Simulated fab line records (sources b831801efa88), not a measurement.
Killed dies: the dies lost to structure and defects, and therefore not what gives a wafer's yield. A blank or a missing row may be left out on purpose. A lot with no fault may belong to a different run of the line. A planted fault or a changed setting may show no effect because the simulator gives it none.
Which tool was responsible? + flow gf180mcu + Sampling: 6 lots, 18 wafers, 5 of 602 route steps

== WHAT EACH GAUGE READ, for each wafer ==
GF_M3_CD_MEAS_14 targets a cd of 280 nm.
| lot  | measured     | on        | cd_nm (nm)        |
|------|--------------|-----------|-------------------|
| L591 | day 21 18:58 | cd_sem-01 | 279.7 279.2 279.4 |
| L593 | day 22 08:55 | cd_sem-02 | 279.7 281.1 281.4 |
| L595 | day 23 07:28 | cd_sem-01 | 279.2 279.5 280.1 |
| L597 | day 23 17:57 | cd_sem-01 | 280.6 281.7 281.0 |
| L608 | day 27 12:15 | cd_sem-02 | 280.7 280.9 281.2 |
| L613 | day 28 20:02 | cd_sem-01 | 283.8 281.4 281.9 |

== TOOL THAT RAN EACH LOT (tool first, then ch and the chambers of the sampled wafers, then the start) ==
| lot  | GF_V2_CVD_23                  | GF_M3_SPUTTER_00             | GF_M3_SPUTTER_03             | GF_M3_EXPOSE_11                   |
|------|-------------------------------|------------------------------|------------------------------|-----------------------------------|
| L591 | cvd_w-02 ch 0,1, day 20 18:18 | pvd_sputter-03, day 20 18:54 | pvd_sputter-03, day 20 19:04 | krf_scanner-02 ch 0, day 21 07:07 |
| L593 | cvd_w-01 ch 0,1, day 21 07:56 | pvd_sputter-02, day 21 08:32 | pvd_sputter-02, day 21 08:41 | krf_scanner-02 ch 0, day 21 21:11 |
| L595 | cvd_w-02 ch 0,1, day 22 07:41 | pvd_sputter-03, day 22 08:16 | pvd_sputter-03, day 22 08:26 | krf_scanner-02 ch 0, day 22 20:16 |
| L597 | cvd_w-02 ch 0,1, day 22 19:10 | pvd_sputter-03, day 22 19:45 | pvd_sputter-03, day 22 19:55 | krf_scanner-01 ch 0, day 23 07:25 |
| L608 | cvd_w-02 ch 0,1, day 26 15:08 | pvd_sputter-02, day 26 15:44 | pvd_sputter-02, day 26 15:53 | krf_scanner-02 ch 0, day 27 02:18 |
| L613 | cvd_w-01 ch 0,1, day 28 00:01 | pvd_sputter-02, day 28 00:37 | pvd_sputter-02, day 28 00:47 | krf_scanner-02 ch 0, day 28 10:15 |
- GF_V2_CVD_23: deposits W, target thk 350 nm, time 104.94 s.
- GF_M3_SPUTTER_00: material Ti, target thk 37.5 nm, time 150 s.
- GF_M3_SPUTTER_03: material Ti, target thk 10 nm, time 6.7 s.
- GF_M3_EXPOSE_11: exposes mask Metal3, target cd 280 nm.

== THE ANSWER, worked out from the rows above alone ==
Rule: what is usual is taken from the lots themselves. The widest of any qualifying gaps counts: lots, ordered by their means at a reading, are off when they make up no more than a third of the lots, leave a main group of 4 or more, and stand apart from it by 3 or more times the standard deviation of that group's means. If all means in a main group match to the digits the tables above print for the reading, that group is not used. Also off: a lot with no number at a reading for which 4 or more lots have one. The other lots that the step has rows for count as sound.
No lot is off on any of the readings shown, so nothing can be concluded from this.

== WHAT THE SIMULATOR PUT IN ==
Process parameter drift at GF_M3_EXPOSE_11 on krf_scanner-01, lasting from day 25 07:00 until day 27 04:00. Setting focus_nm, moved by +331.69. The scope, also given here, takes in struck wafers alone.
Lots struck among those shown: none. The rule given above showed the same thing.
